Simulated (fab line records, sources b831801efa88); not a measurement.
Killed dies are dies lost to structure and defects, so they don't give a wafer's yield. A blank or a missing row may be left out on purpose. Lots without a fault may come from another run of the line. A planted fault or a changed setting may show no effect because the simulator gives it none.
One fault seen from 2 desks | flow gf180mcu | each desk has only its own numbers; what lay behind them comes last

THE METROLOGY DESK
What the gauges read, lot by lot, whatever tool the lot ran on: means of the sampled wafers that have a number. A lot is out of limits, marked OUT, if its mean lies more than 4 standard deviations from the usual mean; the brackets give that distance.
Columns: A = STI_OXIDATION_01_THK at GF_STI_THK_MEAS_22, usual 14.79 nm; B = MVSD_TW at GF_MVSD_TW_MEAS_11, usual 1572; C = MVSD_RS at GF_VT_IMPLANT_RS_MEAS_46, usual 456.6 ohm/sq
lot  | first seen here | A     | B    | C
L299 | day 2 10:03     | 15.31 | 1575 | 455.5
L302 | day 3 00:08     | 14.49 | 1569 | 456.9
L303 | day 3 05:17     | 14.93 | 1567 | 457.3
L307 | day 4 02:58     | 14.50 | 1578 | 453.6
L309 | day 4 14:38     | 14.47 | 1558 | 480.6 (+17) OUT
L311 | day 4 22:24     | 14.78 | 1550 | 480.1 (+17) OUT
L313 | day 5 08:56     | 14.75 | 1576 | 457.0
L315 | day 5 18:15     | 14.61 | 1571 | 457.4
L317 | day 6 06:02     | 14.99 | 1575 | 457.7
L320 | day 6 21:28     | 14.61 | 1564 | 457.3
L321 | day 7 01:49     | 15.24 | 1575 | 456.4
This desk's finding: out of limits on L309, L311; first on L309, day 10 17:01 (MVSD_RS at GF_VT_IMPLANT_RS_MEAS_46). In limits: L299, L302, L303, L307, L313, L315, L317, L320, L321.

THE TOOL OWNER'S DESK: implanter-01
The tool's own readings at GF_MVSD_IMPLANT_09: means of the sampled wafers that have a number, for each lot that ran on this tool. A lot is out of limits, marked OUT, if its mean lies more than 4 standard deviations from the usual mean; the brackets give that distance.
Columns: A = dose_ions_cm2 at GF_MVSD_IMPLANT_09, usual 5e+12; B = faraday_current_uA at GF_MVSD_IMPLANT_09, usual 28.1; C = tilt_deg at GF_MVSD_IMPLANT_09, usual 0.000 degrees
lot  | first seen here | A                       | B              | C
L307 | day 6 14:58     | 5e+12                   | 27.5           | 0.025
L309 | day 7 04:54     | 4e+12 (-99 or more) OUT | 20.2 (-14) OUT | -0.001
L311 | day 7 13:49     | 4e+12 (-99 or more) OUT | 19.9 (-14) OUT | -0.015
L321 | day 10 00:40    | 5e+12                   | 28.0           | -0.006
This desk's finding: out of limits on L309, L311; first on L309, day 7 04:54 (dose_ions_cm2 at GF_MVSD_IMPLANT_09). In limits: L307, L321.

PUT TOGETHER
The tool owner's desk could have raised an alarm at day 7 04:54, on L309, L311.
The metrology desk could have raised an alarm at day 10 17:01, on L309, L311.
Of the lots named, all ran GF_MVSD_IMPLANT_09 on implanter-01.

WHAT THE SIMULATOR HAD PUT IN
Process parameter drift: implanter-01, from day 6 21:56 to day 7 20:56, at GF_MVSD_IMPLANT_09. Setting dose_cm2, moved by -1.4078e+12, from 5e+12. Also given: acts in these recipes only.
Lots struck among those shown: L309, L311.
Hours from the fault's start to each desk's first reading out of limits: the tool owner's desk, 7; the metrology desk, 91.
